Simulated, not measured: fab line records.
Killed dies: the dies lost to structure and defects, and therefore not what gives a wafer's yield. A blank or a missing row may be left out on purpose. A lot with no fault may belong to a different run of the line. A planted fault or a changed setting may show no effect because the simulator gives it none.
Struck lot and sound lot, side by side + flow sky130 + 15 out of 708 route steps
Sound: wafers L372.1, L372.2, L372.4. Struck: wafer L388.3. The cause comes at the end.
Order at every step that has rows: each side's tool, ch and its chambers, its first start. Under that, the readings that differ: sound wafers + struck wafers + difference of the means + sigmas: that difference in standard deviations of wafers without a fault.
alike: readings whose means differ by less than 2 such deviations, and words and numbers that are the same on both sides. not compared: withheld readings, readings that some wafer has no value for, bounds like >300 that may hide the same value, and numbers for which the record gives no deviation and whose values overlap.
A row with sigmas, a row that says differs or no value, or rows on one side alone: a step with any of these is where the two part. Non-overlapping numbers with no deviation appear without sigmas and do not part them. Lack of a reading on every wafer of one side parts them only where that side has two or more wafers.

SKY_LOCAL_INTERCONNECT_THK_MEAS_02: measures by xrf.
  sound on film-metro-02 at day 30 23:08; struck on film-metro-04 at day 35 16:31
  alike: LOCAL_INTERCONNECT_TIN_THK
then, 8 steps without rows for these wafers: SKY_LOCAL_INTERCONNECT_DEHYDRATE_03 (time 60 s); SKY_LOCAL_INTERCONNECT_HMDS_04 (prime time 60 s); SKY_LOCAL_INTERCONNECT_COAT_05 (resist thk 60 nm); SKY_LOCAL_INTERCONNECT_COAT_06 (resist thk 450 nm); SKY_LOCAL_INTERCONNECT_SOFTBAKE_07 (time 90 s); SKY_LOCAL_INTERCONNECT_EXPOSE_08 (exposes mask LI1M, target cd 170 nm); SKY_LOCAL_INTERCONNECT_PEB_09; SKY_LOCAL_INTERCONNECT_DEVELOP_10 (develop time 60 s).
SKY_LOCAL_INTERCONNECT_CD_MEAS_11 targets a cd of 170 nm.
  sound on cd-sem-02 at day 32 01:59; struck on cd-sem-01 at day 36 19:47
  alike: cd-nm
SKY_LOCAL_INTERCONNECT_OVL_MEAS_12:
  sound on overlay-01 at day 32 02:07; struck on overlay-01 at day 36 19:52
  alike: LOCAL_INTERCONNECT_OVL
SKY_LOCAL_INTERCONNECT_ETCH_13: etches BARC in N2/H2, stops on SiO2, time 45.9 s, target depth 60 nm.
  sound on rie-metal-04 ch 0,1, day 32 02:09; struck on rie-metal-04 ch 1, day 36 19:55
  alike: drypump-motor-current-A, oes-product-au, throttle-valve-pct
  not compared: rf-hours-counter-h
SKY_LOCAL_INTERCONNECT_METAL_ETCH_14: etches TiN in Cl2/BCl3, stops on PSG, target depth 110 nm, time 31.4 s.
  sound on rie-metal-04 ch 0,1, day 32 02:13; struck on rie-metal-04 ch 1, day 36 19:59
| reading                | sound                | struck | difference | sigmas |
|------------------------|----------------------|--------|------------|--------|
| mfc-cl2-sccm (sccm)    | 59.70 60.15 59.99    | 60.30  | +0.35      | +2     |
| oes-product-au (a.u.)  | 0.932 0.942 0.946    | 0.896  | -0.044     | -6     |
| throttle-valve-pct (%) | 21.905 21.904 21.901 | 21.934 | +0.031     | +3     |
  alike: bcl3-flow-sccm, drypump-motor-current-A
  not compared: rf-hours-counter-h
SKY_LOCAL_INTERCONNECT_STRIP_15: strips in O2/N2.
  sound on plasma-asher-02 ch 0,1, day 32 02:16; struck on plasma-asher-03 ch 0, day 36 20:02
| reading                      | sound             | struck | difference | sigmas |
|------------------------------|-------------------|--------|------------|--------|
| drypump-motor-current-A (A)  | 5.96 5.69 5.94    | 5.32   | -0.54      | -2     |
| strip-time-to-endpoint-s (s) | 4.766 4.738 4.737 | 4.702  | -0.045     | -2     |
  alike: oes-product-au
  not compared: rf-hours-counter-h
following that, these wafers have no rows for 1 step: SKY_PAD_OPEN_PROBE_99.

== WHERE THEY PART ==
At SKY_LOCAL_INTERCONNECT_METAL_ETCH_14 first; at SKY_LOCAL_INTERCONNECT_STRIP_15 last (within this record only).

WHY: the cause the simulator had injected
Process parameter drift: rie-metal-04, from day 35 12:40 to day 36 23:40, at SKY_LOCAL_INTERCONNECT_METAL_ETCH_14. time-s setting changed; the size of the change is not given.
